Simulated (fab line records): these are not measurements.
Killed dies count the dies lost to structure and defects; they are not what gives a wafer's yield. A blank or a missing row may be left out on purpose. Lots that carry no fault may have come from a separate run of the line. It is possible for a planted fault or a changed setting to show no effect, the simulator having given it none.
fab line records	flow sky130
[record] lots = 11	wafers = 33	last_day = 51
route steps=708 shown NWELL@67 VT_ADJUST_LVTN@118 VT_ADJUST_PCH@152 SD_N@356 SD_P@359
lots that met no fault: from a run of the same line without faults
start_h: hours from the record's opening day to when the first of the lot's shown wafers began	wait_h: hours from the lot's prior step to this one	" same as the row above	L1.1+2: a row that stands for several wafers	- either no value or no given start	* or withheld: withheld	< > ~ a bound
route shown NAME@n: names a module that has steps shown in the file, with the first one's number in the route	usual: mean and standard deviation over wafers with no fault	same: alike in all rows	chamber/n: place in a boat	sites: per-site readings	_std_site: standard deviation across them	_edge_site: inner sites' mean taken away from outer sites' mean	radius_mm: for every site, how far away it sits from the centre of the wafer	mask NAME#n: copy n	behind: the most recent tool/chamber to have shaped the wafer	hold: cause of the lot's hold/its duration in hours/its outcome	device: the transistor (n, p or np) that didn't switch	end of line: the route-end tests of the same wafers	a step without rows: its recipe alone	killed: dies that structure and defects cost at the first sort, which is not the same as the wafer's yield	map: a wafer's dies, marking killed ones x, the rest . and places with no die _
set.NAME: the setting the step ran with; set.NAME@STEP: the setting that earlier step ran with	model.NAME: the simulator's own value behind a step, which no gauge read
one table for each step of the route and one row for each wafer, over a sample of lots
services: from which hour (start_h, from the record's first day; less than 0 if before it) a tool's chamber was out of use, for how many hours, and why
[[steps]]
[step SKY_NWELL_STRIP_14]
[recipe] chemistry = O2/N2	power_w = 1400	pressure_mtorr = 1500	platen_temp_c = withheld	o2_flow_sccm = 3000	n2_flow_sccm = 300	overash_fraction = 0.5
[usual] drypump_motor_current_A = 5.6/0.35	oes_product_au = 0.722/0.0043	strip_time_to_endpoint_s = 36.86/0.092
lot.wafer	tool	chamber	start_h	wait_h	drypump_motor_current_A	oes_product_au	rf_hours_counter_h	strip_time_to_endpoint_s
L568.3	plasma_asher-04	1	88.41	0.1	5.1	0.720	-	36.81
L568.4	"	0	"	"	5.2	0.724	-	37.04
L568.6	"	1	"	"	5.1	0.721	-	36.93
L569.1	plasma_asher-03	0	91.99	0.1	5.7	0.722	28	36.78
L569.4	"	0	"	"	5.7	0.726	-	36.75
L569.5	"	0	"	"	5.7	0.725	-	36.83
L571.1	plasma_asher-01	1	104.02	0.1	6.1	0.724	41	36.78
L571.2	"	0	"	"	5.3	0.723	41	36.81
L571.5	"	0	"	"	5.3	0.719	-	36.84
L572.1	plasma_asher-04	0	112.04	0.1	5.2	0.723	44	36.74
L572.3	"	0	"	"	5.3	0.715	-	36.78
L572.5	"	0	"	"	5.3	0.726	-	36.81
L573.1	plasma_asher-03	0	114.09	0.1	5.7	0.720	31	36.82
L573.3	"	1	"	"	5.6	0.723	-	36.64
L573.4	"	0	"	"	5.7	0.727	-	36.65
L580.3	plasma_asher-03	0	156.26	0.1	5.7	0.718	-	36.87
L580.4	"	1	"	"	5.6	0.721	-	36.73
L580.5	"	0	"	"	5.7	0.718	-	36.73
L582.2	plasma_asher-03	0	166.07	0.1	5.7	0.722	36	36.96
L582.3	"	0	"	"	5.7	0.729	-	36.95
L582.6	"	1	"	"	5.6	0.724	-	37.05
L583.1	plasma_asher-04	1	172.74	0.1	5.1	0.716	50	36.77
L583.2	"	0	"	"	5.2	0.724	50	36.81
L583.5	"	1	"	"	5.1	0.712	-	36.85
L589.2	plasma_asher-03	1	206.57	0.1	5.6	0.720	39	36.76
L589.4	"	0	"	"	5.7	0.722	-	36.70
L589.5	"	1	"	"	5.6	0.718	-	36.78
L590.2	plasma_asher-01	1	213.39	0.1	6.2	0.724	9	36.96
L590.4	"	1	"	"	6.2	0.718	-	36.93
L590.5	"	1	"	"	6.1	0.731	-	36.83
L591.1	plasma_asher-01	0	236.29	0.1	5.3	0.729	11	36.89
L591.3	"	0	"	"	5.3	0.720	-	36.84
L591.6	"	1	"	"	6.2	0.717	-	36.97
[step SKY_VT_ADJUST_LVTN_TW_MEAS_21]
[usual] VT_ADJUST_LVTN_2_TW = 189.4/0.95
lot.wafer	tool	chamber	start_h	wait_h	VT_ADJUST_LVTN_2_TW
L568.3	film_metro-04	-	163.74	0.1	189.4
L568.4	"	-	"	"	188.7
L568.6	"	-	"	"	189.2
L569.1	film_metro-03	-	166.97	0.1	188.3
L569.4	"	-	"	"	188.1
L569.5	"	-	"	"	188.8
L571.1	film_metro-03	-	182.32	0.1	190.2
L571.2	"	-	"	"	190.0
L571.5	"	-	"	"	189.8
L572.1	film_metro-04	-	190.37	0.1	189.4
L572.3	"	-	"	"	190.0
L572.5	"	-	"	"	187.6
L573.1	film_metro-03	-	193.73	0.1	187.2
L573.3	"	-	"	"	188.3
L573.4	"	-	"	"	189.0
L580.3	film_metro-04	-	242.59	0.1	188.3
L580.4	"	-	"	"	188.9
L580.5	"	-	"	"	189.3
L582.2	film_metro-03	-	253.24	0.1	188.8
L582.3	"	-	"	"	189.0
L582.6	"	-	"	"	189.1
L583.1	film_metro-03	-	262.18	0.1	188.8
L583.2	"	-	"	"	187.9
L583.5	"	-	"	"	189.1
L589.2	film_metro-01	-	303.43	0.1	190.4
L589.4	"	-	"	"	190.1
L589.5	"	-	"	"	189.9
L590.2	film_metro-03	-	311.53	0.1	188.8
L590.4	"	-	"	"	188.2
L590.5	"	-	"	"	188.1
L591.1	film_metro-04	-	337.03	0.1	189.3
L591.3	"	-	"	"	188.9
L591.6	"	-	"	"	189.5
[step SKY_VT_ADJUST_PCH_STRIP_09]
[recipe] chemistry = O2/N2	power_w = 1400	pressure_mtorr = 1500	platen_temp_c = withheld	o2_flow_sccm = 3000	n2_flow_sccm = 300	overash_fraction = 0.5
[usual] drypump_motor_current_A = 5.4/0.45	oes_product_au = 0.722/0.0048	strip_time_to_endpoint_s = 36.87/0.078
lot.wafer	tool	chamber	start_h	wait_h	drypump_motor_current_A	oes_product_au	rf_hours_counter_h	strip_time_to_endpoint_s
L568.3	plasma_asher-04	0	228.12	0.1	5.2	0.725	-	36.84
L568.4	"	1	"	"	5.1	0.714	-	36.86
L568.6	"	1	"	"	5.1	0.721	-	36.79
L569.1	plasma_asher-02	0	230.49	0.1	6.2	0.718	54	36.92
L569.4	"	1	"	"	5.1	0.728	-	36.82
L569.5	"	0	"	"	6.2	0.717	-	36.82
L571.1	plasma_asher-04	1	250.14	0.1	5.1	0.725	57	36.79
L571.2	"	0	"	"	5.3	0.715	57	36.89
L571.5	"	0	"	"	5.2	0.720	-	36.92
L572.1	plasma_asher-04	1	257.93	0.1	5.1	0.730	58	36.93
L572.3	"	1	"	"	5.1	0.726	-	36.85
L572.5	"	0	"	"	5.3	0.726	-	36.77
L573.1	plasma_asher-04	0	261.72	0.1	5.2	0.727	58	36.82
L573.3	"	1	"	"	5.1	0.721	-	36.84
L573.4	"	0	"	"	5.3	0.725	-	36.88
L580.3	plasma_asher-04	1	315.62	0.1	5.1	0.715	-	36.82
L580.4	"	0	"	"	5.2	0.729	-	36.77
L580.5	"	0	"	"	5.2	0.731	-	36.84
L582.2	plasma_asher-04	1	327.72	0.1	5.1	0.717	65	36.87
L582.3	"	1	"	"	5.1	0.719	-	36.77
L582.6	"	0	"	"	5.2	0.722	-	36.81
L583.1	plasma_asher-02	1	338.97	0.1	5.1	0.719	65	36.90
L583.2	"	0	"	"	6.3	0.724	65	37.00
L583.5	"	1	"	"	5.1	0.725	-	36.91
L589.2	plasma_asher-01	0	386.03	0.1	5.3	0.717	25	36.82
L589.4	"	0	"	"	5.3	0.725	-	36.79
L589.5	"	1	"	"	6.2	0.716	-	37.00
L590.2	plasma_asher-02	1	394.93	0.1	5.1	0.728	70	36.90
L590.4	"	0	"	"	6.2	0.732	-	37.00
L590.5	"	0	"	"	6.2	0.718	-	37.00
L591.1	plasma_asher-02	0	422.97	0.1	6.2	0.729	73	36.87
L591.3	"	1	"	"	5.1	0.717	-	36.81
L591.6	"	1	"	"	5.1	0.720	-	37.04
[step SKY_SD_N_RTA_14]
[recipe] temp_c = 1075	time_s = 2	idle_temp_c = 650	ramp_up_c_per_s = 150	ramp_down_c_per_s = 90	ambient = N2
[usual] lamp_power_pct = 15.73/0.05	ramp_down_c_per_s = 90.000/0.016	wafer_temp_C_max = 1077.8/1.3
lot.wafer	tool	chamber	start_h	wait_h	lamp_power_pct	ramp_down_c_per_s	wafer_temp_C_max
L568.3	rtp_anneal-02	0	645.58	0.0	15.69	90.032	1076.9
L568.4	"	0	"	"	15.78	90.002	1078.6
L568.6	"	0	"	"	15.75	89.973	1076.3
L569.1	rtp_anneal-01	0	651.10	0.0	15.78	90.023	1076.1
L569.4	"	0	"	"	15.68	89.990	1076.6
L569.5	"	0	"	"	15.77	89.969	1079.8
L571.1	rtp_anneal-01	0	670.97	0.0	15.83	90.001	1075.9
L571.2	"	0	"	"	15.72	89.988	1076.2
L571.5	"	0	"	"	15.77	90.001	1078.5
L572.1	rtp_anneal-02	0	677.91	0.0	15.74	89.993	1077.4
L572.3	"	0	"	"	15.78	90.021	1078.2
L572.5	"	0	"	"	15.72	90.013	1075.7
L573.1	rtp_anneal-01	0	688.12	0.0	15.67	90.003	1078.3
L573.3	"	0	"	"	15.72	89.990	1078.4
L573.4	"	0	"	"	15.67	89.998	1076.1
L580.3	rtp_anneal-02	0	744.82	0.0	15.03	89.979	1078.0
L580.4	"	0	"	"	15.01	90.006	1077.5
L580.5	"	0	"	"	15.06	90.012	1077.1
L582.2	rtp_anneal-02	0	754.28	0.0	15.04	89.994	1081.3
L582.3	"	0	"	"	15.07	89.981	1077.8
L582.6	"	0	"	"	15.03	90.004	1076.6
L583.1	rtp_anneal-01	0	761.62	0.0	15.78	90.018	1075.6
L583.2	"	0	"	"	15.78	89.978	1078.9
L583.5	"	0	"	"	15.72	90.004	1076.9
L589.2	rtp_anneal-01	0	814.38	0.0	15.74	89.991	1078.1
L589.4	"	0	"	"	15.76	89.996	1076.1
L589.5	"	0	"	"	15.74	90.018	1078.5
L590.2	rtp_anneal-02	0	817.22	0.0	15.63	89.988	1078.0
L590.4	"	0	"	"	15.73	90.003	1076.0
L590.5	"	0	"	"	15.79	89.982	1076.5
L591.1	rtp_anneal-02	0	853.15	0.0	15.75	90.008	1077.0
L591.3	"	0	"	"	15.80	90.007	1077.5
L591.6	"	0	"	"	15.70	89.997	1079.4
[step SKY_SD_N_RS_MEAS_16]
[recipe] thk_meas_gauge = four-point-probe
[usual] SD_N_RS = 68.52/0.14
lot.wafer	tool	chamber	start_h	wait_h	SD_N_RS[ohm/sq]
L568.3	film_metro-01	-	645.78	0.1	68.53
L568.4	"	-	"	"	68.62
L568.6	"	-	"	"	68.63
L569.1	film_metro-02	-	651.27	0.1	68.47
L569.4	"	-	"	"	68.43
L569.5	"	-	"	"	68.37
L571.1	film_metro-03	-	671.19	0.1	68.30
L571.2	"	-	"	"	68.53
L571.5	"	-	"	"	68.36
L572.1	film_metro-02	-	678.09	0.1	68.34
L572.3	"	-	"	"	68.32
L572.5	"	-	"	"	68.51
L573.1	film_metro-03	-	688.34	0.1	68.50
L573.3	"	-	"	"	68.29
L573.4	"	-	"	"	68.62
L580.3	film_metro-01	-	745.02	0.1	71.99
L580.4	"	-	"	"	71.88
L580.5	"	-	"	"	71.96
L582.2	film_metro-02	-	754.46	0.1	71.72
L582.3	"	-	"	"	71.65
L582.6	"	-	"	"	71.72
L583.1	film_metro-01	-	761.79	0.1	68.63
L583.2	"	-	"	"	68.54
L583.5	"	-	"	"	68.74
L589.2	film_metro-01	-	814.56	0.1	68.75
L589.4	"	-	"	"	68.79
L589.5	"	-	"	"	68.68
L590.2	film_metro-03	-	817.41	0.1	68.58
L590.4	"	-	"	"	68.60
L590.5	"	-	"	"	68.42
L591.1	film_metro-01	-	853.32	0.1	68.70
L591.3	"	-	"	"	68.82
L591.6	"	-	"	"	68.54
[step SKY_SD_N_RS_MEAS_17]
[recipe] thk_meas_gauge = four-point-probe
[usual] SD_P_RS = 147.0/0.3
lot.wafer	tool	chamber	start_h	wait_h	SD_P_RS[ohm/sq]
L568.3	film_metro-01	-	645.90	0.1	147.5
L568.4	"	-	"	"	147.1
L568.6	"	-	"	"	147.0
L569.1	film_metro-02	-	651.39	0.1	146.5
L569.4	"	-	"	"	146.6
L569.5	"	-	"	"	147.0
L571.1	film_metro-03	-	671.31	0.1	146.8
L571.2	"	-	"	"	147.0
L571.5	"	-	"	"	146.5
L572.1	film_metro-02	-	678.21	0.1	146.9
L572.3	"	-	"	"	146.6
L572.5	"	-	"	"	147.0
L573.1	film_metro-03	-	688.46	0.1	147.2
L573.3	"	-	"	"	146.8
L573.4	"	-	"	"	147.0
L580.3	film_metro-01	-	745.14	0.1	165.8
L580.4	"	-	"	"	165.6
L580.5	"	-	"	"	165.6
L582.2	film_metro-02	-	754.58	0.1	165.2
L582.3	"	-	"	"	165.3
L582.6	"	-	"	"	164.9
L583.1	film_metro-01	-	761.91	0.1	147.6
L583.2	"	-	"	"	147.3
L583.5	"	-	"	"	147.1
L589.2	film_metro-01	-	814.68	0.1	147.5
L589.4	"	-	"	"	147.1
L589.5	"	-	"	"	147.6
L590.2	film_metro-03	-	817.53	0.1	147.4
L590.4	"	-	"	"	147.2
L590.5	"	-	"	"	147.2
L591.1	film_metro-01	-	853.44	0.1	147.1
L591.3	"	-	"	"	146.6
L591.6	"	-	"	"	146.8
[[services]]
tool	chamber	start_h	hours	kind
plasma_asher-04	-	104.83	1.2	repair
plasma_asher-01	-	108.75	9.0	pm
plasma_asher-03	-	134.59	2.8	pm
plasma_asher-02	-	161.01	2.5	repair
plasma_asher-02	-	177.02	0.9	repair
plasma_asher-04	-	207.25	3.2	repair
rtp_anneal-02	-	292.43	4.1	pm
plasma_asher-03	-	296.06	5.4	repair
plasma_asher-02	-	298.87	1.3	repair
plasma_asher-04	-	337.42	14.6	pm
plasma_asher-02	-	389.29	1.5	repair
plasma_asher-04	-	421.25	9.0	pm
plasma_asher-02	-	437.96	3.0	pm
plasma_asher-02	-	444.37	4.4	repair
plasma_asher-02	-	469.78	2.8	pm
rtp_anneal-01	-	482.69	3.8	pm
plasma_asher-03	-	571.94	4.1	repair
plasma_asher-03	-	584.82	1.6	repair
plasma_asher-03	-	621.27	2.5	repair
plasma_asher-04	-	672.66	10.0	pm
plasma_asher-04	-	690.14	21.0	repair
plasma_asher-03	-	690.31	0.4	repair
plasma_asher-03	-	761.68	0.8	repair
plasma_asher-03	-	803.68	15.6	repair
[[key]]
[first_sign] step = SKY_SD_N_RTA_14	reading = lamp_power_pct	direction = down	sigmas = 14	usual = 15.73	struck = 15.04
[effect] step = SKY_SD_N_RS_MEAS_16	reading = SD_N_RS	direction = up	sigmas = 24	usual = 68.52	struck = 71.82
[effect] step = SKY_SD_N_RS_MEAS_17	reading = SD_P_RS	direction = up	sigmas = 61	usual = 147.0	struck = 165.4
met_at SKY_SD_N_RTA_14
struck_lots L580,L582
tester_left_out L580,L582
not_acting_at SKY_NWELL_STRIP_14,SKY_VT_ADJUST_LVTN_TW_MEAS_21,SKY_VT_ADJUST_PCH_STRIP_09
onset_between 677.91 744.82
[fault] kind = process_parameter_drift	tool = rtp_anneal-02	chamber = -	onset_h = 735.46	steps = SKY_SD_N_RTA_14	channel = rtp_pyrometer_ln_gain	offset = 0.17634	shape = step	end_h = 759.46
// tester_left_out: of these lots the tester's yield and bins aren't shown, on N5 and GAA mostly nor the transistor test; their killed dies are dies lost to structure and defects alone, not to doping, threshold or leakage, so they don't give the yield
